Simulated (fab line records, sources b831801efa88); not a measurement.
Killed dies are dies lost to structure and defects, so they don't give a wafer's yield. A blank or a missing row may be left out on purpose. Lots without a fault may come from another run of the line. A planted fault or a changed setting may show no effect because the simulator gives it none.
fab line records | flow sky130
record lots=14 wafers=41 last_day=50
route steps=708 shown LDD_P@264 PAD_OPEN@708
lots that met no fault: from a run of the same line without faults
start_h: hours from the record's first day to the start of the lot's first wafer shown | wait_h: hours since the lot's step before | " the same as in the row above | L1.1+2: a row that stands for several wafers | - no value, or no start given | * or withheld: withheld | < > ~ a bound
route shown NAME@n: a module of which the file shows steps, and the number in the route of the first | usual: mean/standard deviation of fault-free wafers | same: alike in all rows | chamber/n: place in a boat | sites: the reading at each site | _std_site: their standard deviation | _edge_site: outer sites' mean less inner sites' | radius_mm: how far each site lies from the wafer's centre | mask NAME#n: copy n | behind: the tool/chamber that last shaped the wafer | hold: why the lot was held/for how many hours/how that ended | device: the transistor (n, p or np) that didn't switch | end of line: the same wafers' tests at the end of the route | a step without rows: its recipe alone | killed: dies lost to structure and defects at the first sort, not the wafer's yield | map: a wafer's dies, x killed, . not, _ none there
set.NAME: the setting as run; set.NAME@STEP: as run at that earlier step | model.NAME: the simulator's own value behind a step, which no gauge read
steps of the route over a sample of lots; a table a step, a row a wafer
services: from which hour (start_h, from the record's first day; less than 0 if before it) a tool's chamber was out of use, for how many hours, and why
## steps
# step SKY_LDD_P_IMPLANT_09
# recipe species=BF2 energy_kev=25 dose_cm2=1e+13 tilt_deg=withheld
# usual beam_on_s=10.02/0.2 dose_ions_cm2=1.0001e+13/1.2e+10 faraday_current_uA=56.3/1.1
# columns lot.wafer tool chamber start_h wait_h beam_on_s dose_ions_cm2 faraday_current_uA
L718.4 implanter-01 0 431.18 0.1 10.10 1e+13 56.2
L718.5 " 0 " " 10.04 9.996e+12 56.3
L718.6 " 0 " " 10.43 1.0007e+13 54.3
L719.1 implanter-04 0 443.27 0.0 10.17 1.0005e+13 55.3
L719.4 " 0 " " 9.57 9.99e+12 58.9
L719.5 " 0 " " 10.08 1.0011e+13 56.1
L720.1 implanter-01 0 443.70 0.0 10.42 9.991e+12 54.1
L720.5 " 0 " " 9.41 1.0005e+13 59.5
L720.6 " 0 " " 10.11 9.997e+12 55.7
L721.1 implanter-03 0 460.49 0.0 9.71 9.975e+12 58.0
L721.3 " 0 " " 10.22 9.997e+12 55.3
L721.5 " 0 " " 10.07 9.974e+12 56.2
L722.2 implanter-04 0 466.41 0.0 9.81 9.992e+12 57.5
L722.4 " 0 " " 10.08 9.994e+12 55.7
L722.5 " 0 " " 9.80 1.0019e+13 57.3
L723.2 implanter-04 0 488.08 0.1 10.09 9.971e+12 55.9
L723.4 " 0 " " 10.12 9.98e+12 55.8
L723.5 " 0 " " 10.03 9.997e+12 56.2
L726.3 implanter-04 0 503.52 0.1 9.99 9.994e+12 56.6
L726.4 " 0 " " 10.10 9.974e+12 55.9
L726.6 " 0 " " 10.24 9.996e+12 55.1
L727.1 implanter-03 0 515.74 0.0 10.22 9.988e+12 55.1
L727.2 " 0 " " 9.99 9.995e+12 56.5
L727.3 " 0 " " 9.98 1.0018e+13 56.6
L728.2 implanter-01 0 519.30 0.0 9.92 9.979e+12 56.8
L728.3 " 0 " " 9.85 9.982e+12 57.1
L728.6 " 0 " " 10.01 9.989e+12 56.3
L729.2 implanter-03 0 532.93 0.0 10.08 1.0025e+13 55.7
L729.3 " 0 " " 9.74 1.0003e+13 58.1
L729.4 " 0 " " 10.08 9.999e+12 56.1
L731.1 implanter-03 0 551.29 0.0 8.06 1.0006e+13 70.1
L731.3 " 0 " " 9.96 1.0011e+13 56.5
L731.6 " 0 " " 10.14 1.0012e+13 55.8
L733.2 implanter-03 0 570.45 0.0 8.22 9.995e+12 68.6
L733.6 " 0 " " 10.14 1.0009e+13 55.7
L739.4 implanter-01 0 616.86 0.1 10.26 1.0016e+13 55.0
L739.5 " 0 " " 10.14 9.987e+12 55.7
L739.6 " 0 " " 10.10 1e+13 55.9
L741.1 implanter-04 0 629.60 0.0 10.17 9.989e+12 55.3
L741.4 " 0 " " 10.08 1.0006e+13 56.0
L741.6 " 0 " " 9.90 1.0012e+13 56.9
# step SKY_LDD_P_TW_MEAS_11
# usual LDD_P_TW=640.4/2.7
# columns lot.wafer tool chamber start_h wait_h LDD_P_TW
L718.4 film_metro-03 - 431.38 0.1 642.4
L718.5 " - " " 643.8
L718.6 " - " " 637.7
L719.1 film_metro-01 - 443.52 0.1 644.1
L719.4 " - " " 643.7
L719.5 " - " " 639.1
L720.1 film_metro-01 - 443.95 0.1 640.3
L720.5 " - " " 641.8
L720.6 " - " " 642.8
L721.1 film_metro-03 - 460.74 0.1 643.6
L721.3 " - " " 643.5
L721.5 " - " " 640.2
L722.2 film_metro-02 - 466.65 0.1 633.6
L722.4 " - " " 638.7
L722.5 " - " " 638.3
L723.2 film_metro-03 - 488.32 0.1 638.5
L723.4 " - " " 637.4
L723.5 " - " " 636.4
L726.3 film_metro-01 - 503.74 0.1 640.5
L726.4 " - " " 640.0
L726.6 " - " " 644.2
L727.1 film_metro-02 - 515.99 0.1 639.1
L727.2 " - " " 639.3
L727.3 " - " " 640.2
L728.2 film_metro-03 - 519.53 0.1 636.9
L728.3 " - " " 638.1
L728.6 " - " " 638.3
L729.2 film_metro-02 - 533.16 0.1 641.0
L729.3 " - " " 640.4
L729.4 " - " " 640.6
L731.1 film_metro-01 - 551.54 0.1 604.7
L731.3 " - " " 642.8
L731.6 " - " " 642.5
L733.2 film_metro-02 - 570.68 0.1 601.0
L733.6 " - " " 639.6
L739.4 film_metro-01 - 617.06 0.1 640.4
L739.5 " - " " 639.2
L739.6 " - " " 640.3
L741.1 film_metro-02 - 629.85 0.1 637.7
L741.4 " - " " 636.5
L741.6 " - " " 637.7
# step SKY_PAD_OPEN_PROBE_99
# usual killed_at_M0_to_M3=42/7.3 killed_at_M4_up=3.2/1.8 killed_at_contacts=25/5.2 killed_at_front_end=15/4.6 killed_at_other=0.3/0.62 killed_dies=85/9.9 killed_on_rim=17/3.9 killed_open=46/7.1 killed_short=38/5.7
# same gross_dies=492 killed_at_back_side=0
# columns lot.wafer tool chamber start_h wait_h killed_at_M0_to_M3 killed_at_M4_up killed_at_contacts killed_at_front_end killed_at_other killed_dies killed_on_rim killed_open killed_short
L728.2 prober-02 - 1133.51 0.1 46 3 27 7 0 83 13 42 41
L728.3 prober-02 - 1133.56 0.2 54 5 24 9 1 93 22 48 45
L728.6 prober-02 - 1133.71 0.2 50 4 20 9 0 83 19 55 28
# killed by level:class
L728.2 CONTACT:geometric_particle:open=14 VIA1:geometric_particle:open=9 VIA1:geometric_particle:short=7 METAL1:geometric_particle:short=6 LI_CONTACT:geometric_particle:open=5 LOCAL_INTERCONNECT:geometric_particle:short=5 VIA3:geometric_particle:open=5 METAL2:geometric_particle:short=4
L728.3 VIA1:geometric_particle:open=15 METAL1:geometric_particle:short=9 LI_CONTACT:geometric_particle:open=7 LI_CONTACT:geometric_particle:short=6 CONTACT:geometric_particle:open=5 VIA1:geometric_particle:short=5 VIA3:geometric_particle:short=4 VIA2:geometric_particle:short=4
L728.6 VIA1:geometric_particle:open=19 CONTACT:geometric_particle:open=7 VIA3:geometric_particle:open=7 POLY_GATE:geometric_particle:open=5 VIA2:geometric_particle:open=5 LI_CONTACT:geometric_particle:open=4 LOCAL_INTERCONNECT:geometric_particle:short=3 METAL1:geometric_particle:short=3
## services
# columns tool chamber start_h hours kind
implanter-04 - 433.16 4.2 repair
implanter-03 - 454.91 2.4 repair
implanter-03 - 468.23 0.7 repair
implanter-04 - 565.41 4.1 repair
implanter-03 - 570.89 3.9 repair
implanter-04 - 584.58 5.8 repair
implanter-04 - 611.64 2.8 pm
implanter-01 - 617.34 5.3 pm
implanter-04 - 624.51 4.2 pm
## key
first_sign step=SKY_LDD_P_IMPLANT_09 reading=faraday_current_uA direction=up sigmas=12 usual=56.3 struck=69.3
effect step=SKY_LDD_P_IMPLANT_09 reading=beam_on_s direction=down sigmas=9.6 usual=10.02 struck=8.14
effect step=SKY_LDD_P_TW_MEAS_11 reading=LDD_P_TW direction=down sigmas=14 usual=640.4 struck=602.9
met_at SKY_LDD_P_IMPLANT_09
struck_lots L731,L733
struck_wafers L731.1,L733.2
tester_left_out L731,L733
onset_between 532.93 551.29
fault kind=process_parameter_drift tool=implanter-03 chamber=- onset_h=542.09 steps=SKY_LDD_P_IMPLANT_09 channel=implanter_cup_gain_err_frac offset=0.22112 shape=step end_h=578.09 scope=struck_wafers_only
# tester_left_out: of these lots the tester's yield and bins aren't shown, on N5 and GAA mostly nor the transistor test; their killed dies are dies lost to structure and defects alone, not to doping, threshold or leakage, so they don't give the yield
